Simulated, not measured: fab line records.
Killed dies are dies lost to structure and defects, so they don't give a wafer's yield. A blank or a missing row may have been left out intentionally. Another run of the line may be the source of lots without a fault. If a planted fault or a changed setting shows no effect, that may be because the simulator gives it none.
fab line records	flow sky130
[record] lots = 15	wafers = 45	lastDay = 50
route steps=708 shown SD_N@346 LI_CONTACT@385 LOCAL_INTERCONNECT@402 CONTACT@406
lots untouched by any fault: they come from a run of this same line in which no faults occurred
startH: hours from the record's first day to the start of the lot's first wafer shown	waitH: hours since the lot's step before	" identical to the entry in the row above	L1.1+2: a row that stands for several wafers	- either no value or no given start	* or withheld: withheld	< > ~ a bound
route shown NAME@n: names a module that has steps shown in the file, with the first one's number in the route	usual: mean/standard deviation of fault-free wafers	same: alike in all rows	chamber/n: place in a boat	sites: readings site by site	_std_site: the values' standard deviation	_edge_site: mean of outer sites minus mean of inner sites	radiusMm: for every site, how far away it sits from the centre of the wafer	mask NAME#n: copy n	behind: tool/chamber where the wafer was last shaped	hold: why the lot went on hold/how many hours it stayed there/how the hold came to an end	device: the transistor (n, p or np) that didn't switch	end of line: the tests these same wafers got at the end of their route	a step without rows: its recipe alone	killed: dies lost to structure and defects at the first sort, not the wafer's yield	map: per-die view of a wafer (x killed, . not killed, _ where there is no die)
set.NAME: the setting the step ran with; set.NAME@STEP: the setting that earlier step ran with	model.NAME: the simulator's own value behind a step, which no gauge read
one table for each step of the route and one row for each wafer, over a sample of lots
services: a tool's chamber out of use, with start hour (startH, from the record's first day; less than 0 if before it), hours out, and reason
[[steps]]
[step SKY_SD_N_EXPOSE_04]
[recipe] maskId = NSDM	na = 0.6	sourceShape = conventional	sigmaOuter = 0.6	polarization = unpolarized	targetCdNm = 380	doseMj = 141
[usual] exposureDoseMJCm2 = 141.02/0.14	focusOffsetNm = -0.1/0.51
lot.wafer	tool	chamber	startH	waitH	mask	exposureDoseMJCm2	focusOffsetNm
L720.1	ilineStepper-01	0	640.74	-	NSDM#0	140.92	-0.7
L720.3	"	0	"	"	NSDM#0	141.12	-0.5
L720.6	"	0	"	"	NSDM#0	141.07	-0.2
L722.2	ilineStepper-02	0	656.81	-	NSDM#0	141.19	-0.1
L722.3	"	0	"	"	NSDM#0	141.26	-1.0
L722.4	"	0	"	"	NSDM#0	141.23	-1.3
L723.3	ilineStepper-01	0	660.33	-	NSDM#0	141.03	0.0
L723.5	"	0	"	"	NSDM#0	141.02	0.2
L723.6	"	0	"	"	NSDM#0	141.12	0.1
L724.2	ilineStepper-01	0	667.07	-	NSDM#0	140.82	-0.3
L724.3	"	0	"	"	NSDM#0	140.82	0.0
L724.6	"	0	"	"	NSDM#0	141.00	-0.6
L727.2	ilineStepper-02	-	702.07	-	NSDM#0	-	-
L727.4	"	-	"	"	NSDM#0	-	-
L727.5	"	-	"	"	NSDM#0	-	-
L728.2	ilineStepper-02	-	704.73	-	NSDM#0	-	-
L728.3	"	-	"	"	NSDM#0	-	-
L728.6	"	-	"	"	NSDM#0	-	-
L729.2	ilineStepper-02	-	711.78	-	NSDM#0	-	-
L729.5	"	-	"	"	NSDM#0	-	-
L729.6	"	-	"	"	NSDM#0	-	-
L733.1	ilineStepper-01	0	751.31	-	NSDM#0	140.99	-0.5
L733.4	"	0	"	"	NSDM#0	140.85	0.0
L733.5	"	0	"	"	NSDM#0	140.99	-0.8
L735.1	ilineStepper-02	0	764.77	-	NSDM#0	141.15	0.0
L735.2	"	0	"	"	NSDM#0	141.10	-0.3
L735.5	"	0	"	"	NSDM#0	140.93	0.1
L736.1	ilineStepper-02	0	771.91	-	NSDM#0	140.95	-0.8
L736.4	"	0	"	"	NSDM#0	140.90	0.0
L736.5	"	0	"	"	NSDM#0	140.87	-0.4
L737.2	ilineStepper-02	0	778.07	-	NSDM#0	141.05	-0.1
L737.5	"	0	"	"	NSDM#0	141.02	-0.8
L737.6	"	0	"	"	NSDM#0	140.75	-0.5
L738.1	ilineStepper-01	0	786.54	-	NSDM#0	141.02	-0.8
L738.3	"	0	"	"	NSDM#0	140.79	0.0
L738.5	"	0	"	"	NSDM#0	140.94	0.1
L739.3	ilineStepper-01	0	787.69	-	NSDM#0	141.16	0.1
L739.4	"	0	"	"	NSDM#0	141.07	-0.3
L739.6	"	0	"	"	NSDM#0	141.22	-0.9
L741.2	ilineStepper-02	0	808.51	-	NSDM#0	141.04	0.0
L741.4	"	0	"	"	NSDM#0	140.98	-0.3
L741.6	"	0	"	"	NSDM#0	140.86	-0.2
L743.1	ilineStepper-02	0	820.57	-	NSDM#0	140.96	-0.4
L743.2	"	0	"	"	NSDM#0	140.89	0.3
L743.6	"	0	"	"	NSDM#0	140.97	-0.3
[step SKY_LI_CONTACT_THK_MEAS_23]
[recipe] thkMeasGauge = xrf	reads = W_of_LI_CONTACT_CVD_21
[usual] LI_CONTACT_W_THK = 409/6.6
lot.wafer	tool	chamber	startH	waitH	LI_CONTACT_W_THK[nm]
L720.1	filmMetro-03	-	687.17	0.1	398
L720.3	"	-	"	"	391
L720.6	"	-	"	"	399
L722.2	filmMetro-03	-	701.88	0.1	405
L722.3	"	-	"	"	415
L722.4	"	-	"	"	404
L723.3	filmMetro-01	-	705.71	0.1	413
L723.5	"	-	"	"	418
L723.6	"	-	"	"	418
L724.2	filmMetro-03	-	712.17	0.1	404
L724.3	"	-	"	"	412
L724.6	"	-	"	"	408
L727.2	filmMetro-03	-	747.20	0.1	405
L727.4	"	-	"	"	400
L727.5	"	-	"	"	402
L728.2	filmMetro-02	-	748.65	0.1	411
L728.3	"	-	"	"	406
L728.6	"	-	"	"	404
L729.2	filmMetro-02	-	754.99	0.1	417
L729.5	"	-	"	"	412
L729.6	"	-	"	"	428
L733.1	filmMetro-02	-	794.58	0.1	419
L733.4	"	-	"	"	417
L733.5	"	-	"	"	422
L735.1	filmMetro-03	-	807.67	0.1	407
L735.2	"	-	"	"	405
L735.5	"	-	"	"	414
L736.1	filmMetro-03	-	814.17	0.1	412
L736.4	"	-	"	"	407
L736.5	"	-	"	"	403
L737.2	filmMetro-02	-	819.98	0.1	402
L737.5	"	-	"	"	401
L737.6	"	-	"	"	412
L738.1	filmMetro-03	-	828.47	0.1	414
L738.3	"	-	"	"	410
L738.5	"	-	"	"	400
L739.3	filmMetro-03	-	829.96	0.1	413
L739.4	"	-	"	"	402
L739.6	"	-	"	"	404
L741.2	filmMetro-03	-	850.93	0.1	400
L741.4	"	-	"	"	402
L741.6	"	-	"	"	401
L743.1	filmMetro-03	-	862.57	0.1	401
L743.2	"	-	"	"	403
L743.6	"	-	"	"	405
[step SKY_LOCAL_INTERCONNECT_STRIP_15]
[recipe] chemistry = O2/N2	powerW = 1400	pressureMtorr = 1500	platenTempC = withheld	o2FlowSccm = 3000	n2FlowSccm = 300	overashFraction = 0.5
[usual] drypumpMotorCurrentA = 5.86/0.3	oesProductAu = 0.427/0.0047	stripTimeToEndpointS = 4.724/0.023
lot.wafer	tool	chamber	startH	waitH	drypumpMotorCurrentA	oesProductAu	rfHoursCounterH	stripTimeToEndpointS
L720.1	plasmaAsher-01	0	715.94	0.0	6.26	0.433	62	4.716
L720.3	"	0	"	"	6.24	0.433	-	4.769
L720.6	"	0	"	"	6.28	0.429	-	4.726
L722.2	plasmaAsher-01	0	731.20	0.1	6.26	0.425	64	4.695
L722.3	"	1	"	"	5.45	0.416	-	4.698
L722.4	"	0	"	"	6.26	0.425	-	4.734
L723.3	plasmaAsher-03	0	735.17	0.1	5.59	0.422	-	4.766
L723.5	"	0	"	"	5.56	0.425	-	4.707
L723.6	"	1	"	"	5.96	0.429	-	4.771
L724.2	plasmaAsher-03	0	741.60	0.1	5.56	0.432	90	4.729
L724.3	"	0	"	"	5.56	0.419	-	4.701
L724.6	"	0	"	"	5.57	0.430	-	4.714
L727.2	plasmaAsher-01	0	775.64	0.0	6.25	0.426	68	4.739
L727.4	"	1	"	"	5.44	0.426	-	4.725
L727.5	"	1	"	"	5.45	0.429	-	4.737
L728.2	plasmaAsher-03	0	777.12	0.0	5.58	0.434	94	4.771
L728.3	"	0	"	"	5.56	0.433	-	4.734
L728.6	"	1	"	"	5.92	0.432	-	4.712
L729.2	plasmaAsher-01	1	782.74	0.0	5.44	0.428	69	4.727
L729.5	"	1	"	"	5.42	0.425	-	4.714
L729.6	"	0	"	"	6.24	0.426	-	4.729
L733.1	plasmaAsher-04	0	821.49	0.0	6.13	0.423	8	4.774
L733.4	"	1	"	"	6.02	0.423	-	4.715
L733.5	"	1	"	"	6.01	0.427	-	4.717
L735.1	plasmaAsher-01	1	834.88	0.0	5.41	0.427	75	4.731
L735.2	"	0	"	"	6.27	0.431	75	4.695
L735.5	"	1	"	"	5.44	0.421	-	4.716
L736.1	plasmaAsher-01	0	840.69	0.0	6.24	0.431	75	4.679
L736.4	"	0	"	"	6.26	0.434	-	4.720
L736.5	"	0	"	"	6.27	0.425	-	4.695
L737.2	plasmaAsher-03	0	846.31	0.0	5.56	0.422	100	4.686
L737.5	"	0	"	"	5.55	0.429	-	4.697
L737.6	"	1	"	"	5.94	0.432	-	4.690
L738.1	plasmaAsher-01	1	855.62	0.0	5.42	0.424	77	4.709
L738.3	"	1	"	"	5.42	0.429	-	4.727
L738.5	"	1	"	"	5.46	0.427	-	4.745
L739.3	plasmaAsher-03	1	857.04	0.1	5.96	0.423	-	4.768
L739.4	"	0	"	"	5.57	0.429	-	4.707
L739.6	"	0	"	"	5.58	0.424	-	4.747
L741.2	plasmaAsher-03	1	877.44	0.0	5.97	0.423	103	4.696
L741.4	"	0	"	"	5.57	0.433	-	4.696
L741.6	"	0	"	"	5.58	0.423	-	4.706
L743.1	plasmaAsher-03	1	890.30	0.0	5.92	0.429	105	4.734
L743.2	"	0	"	"	5.57	0.422	105	4.711
L743.6	"	0	"	"	5.57	0.432	-	4.734
[step SKY_CONTACT_CVD_00]
[recipe] material = Si3N4	targetThkNm = 75	tempC = 400	timeS = withheld	rfW = 450
[usual] heaterPowerW = 720/79	susceptorTempC = 400.04/0.21
lot.wafer	tool	chamber	startH	waitH	heaterPowerW	susceptorTempC
L720.1	pecvd-01	2	716.64	0.0	688	400.01
L720.3	"	0	"	"	698	399.97
L720.6	"	1	"	"	734	399.88
L722.2	pecvd-03	2	731.79	0.0	780	399.99
L722.3	"	0	"	"	804	400.13
L722.4	"	0	"	"	795	399.98
L723.3	pecvd-04	1	735.74	0.0	788	399.73
L723.5	"	1	"	"	787	400.11
L723.6	"	0	"	"	654	399.93
L724.2	pecvd-01	0	742.23	0.0	706	400.00
L724.3	"	2	"	"	604	399.29
L724.6	"	0	"	"	762	400.24
L727.2	pecvd-03	1	776.23	0.0	741	400.44
L727.4	"	1	"	"	746	400.47
L727.5	"	0	"	"	839	399.70
L728.2	pecvd-04	2	777.74	0.0	738	400.09
L728.3	"	0	"	"	592	399.95
L728.6	"	1	"	"	818	399.90
L729.2	pecvd-01	1	783.35	0.0	744	400.12
L729.5	"	2	"	"	651	399.68
L729.6	"	1	"	"	757	400.20
L733.1	pecvd-01	2	822.15	0.0	623	400.00
L733.4	"	2	"	"	648	399.81
L733.5	"	2	"	"	655	399.99
L735.1	pecvd-04	2	835.48	0.0	739	399.97
L735.2	"	0	"	"	594	399.87
L735.5	"	2	"	"	751	399.96
L736.1	pecvd-01	1	841.29	0.0	777	400.16
L736.4	"	0	"	"	741	399.97
L736.5	"	2	"	"	668	400.11
L737.2	pecvd-01	0	846.91	0.0	716	400.17
L737.5	"	1	"	"	747	400.40
L737.6	"	2	"	"	723	400.16
L738.1	pecvd-03	1	856.21	0.0	630	399.83
L738.3	"	2	"	"	834	400.02
L738.5	"	2	"	"	841	400.05
L739.3	pecvd-04	2	857.60	0.0	645	400.28
L739.4	"	0	"	"	579	400.00
L739.6	"	1	"	"	798	400.16
L741.2	pecvd-01	2	878.03	0.0	689	400.44
L741.4	"	0	"	"	832	400.25
L741.6	"	1	"	"	726	400.42
L743.1	pecvd-03	0	890.90	0.0	860	399.74
L743.2	"	2	"	"	734	400.36
L743.6	"	2	"	"	717	400.16
[[services]]
tool	chamber	startH	hours	kind
ilineStepper-02	-	629.87	12.3	repair
pecvd-01	-	632.61	0.8	repair
pecvd-03	-	647.49	1.3	repair
ilineStepper-02	-	657.60	1.7	pm
plasmaAsher-04	-	657.71	2.0	repair
pecvd-01	2	659.19	2.9	repair
plasmaAsher-03	-	666.57	2.0	repair
plasmaAsher-03	-	686.33	1.7	repair
ilineStepper-01	-	692.26	6.7	repair
pecvd-03	2	696.28	1.7	repair
ilineStepper-01	-	703.37	4.4	pm
ilineStepper-01	-	709.06	2.8	repair
pecvd-01	1	733.46	10.8	repair
plasmaAsher-01	-	734.11	4.1	repair
pecvd-04	-	739.45	0.7	repair
pecvd-04	1	746.18	6.9	repair
pecvd-03	2	747.18	17.0	repair
ilineStepper-01	-	811.95	1.7	pm
pecvd-01	1	819.43	6.0	repair
pecvd-01	0	821.33	6.0	repair
plasmaAsher-03	-	829.52	4.3	pm
ilineStepper-02	-	844.18	15.1	repair
plasmaAsher-01	-	853.82	1.0	repair
ilineStepper-01	-	867.81	29.8	repair
[[key]]
[firstSign] step = SKY_SD_N_EXPOSE_04	reading = toolRecord	direction = missing
effect none on later readings
metAt SKY_SD_N_EXPOSE_04
struckLots L727,L728,L729
sortLeftOut L727.2,L727.4,L727.5,L728.2,L728.3,L728.6,L729.2,L729.5,L729.6
testerLeftOut L727,L728,L729
notActingAt SKY_LI_CONTACT_THK_MEAS_23,SKY_LOCAL_INTERCONNECT_STRIP_15,SKY_CONTACT_CVD_00
onsetBetween 656.81 702.07
[fault] kind = skippedStepWhole	tool = ilineStepper-02	chamber = -	onsetH = 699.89	steps = SKY_SD_N_EXPOSE_04	scope = struckLotsOnly
// testerLeftOut: of these lots the tester's yield and bins aren't shown, on N5 and GAA mostly nor the transistor test; their killed dies are dies lost to structure and defects alone, not to doping, threshold or leakage, so they don't give the yield
// sortLeftOut: the simulated sort isn't trusted on such a fault, so these wafers' sort isn't shown, and their yield isn't known
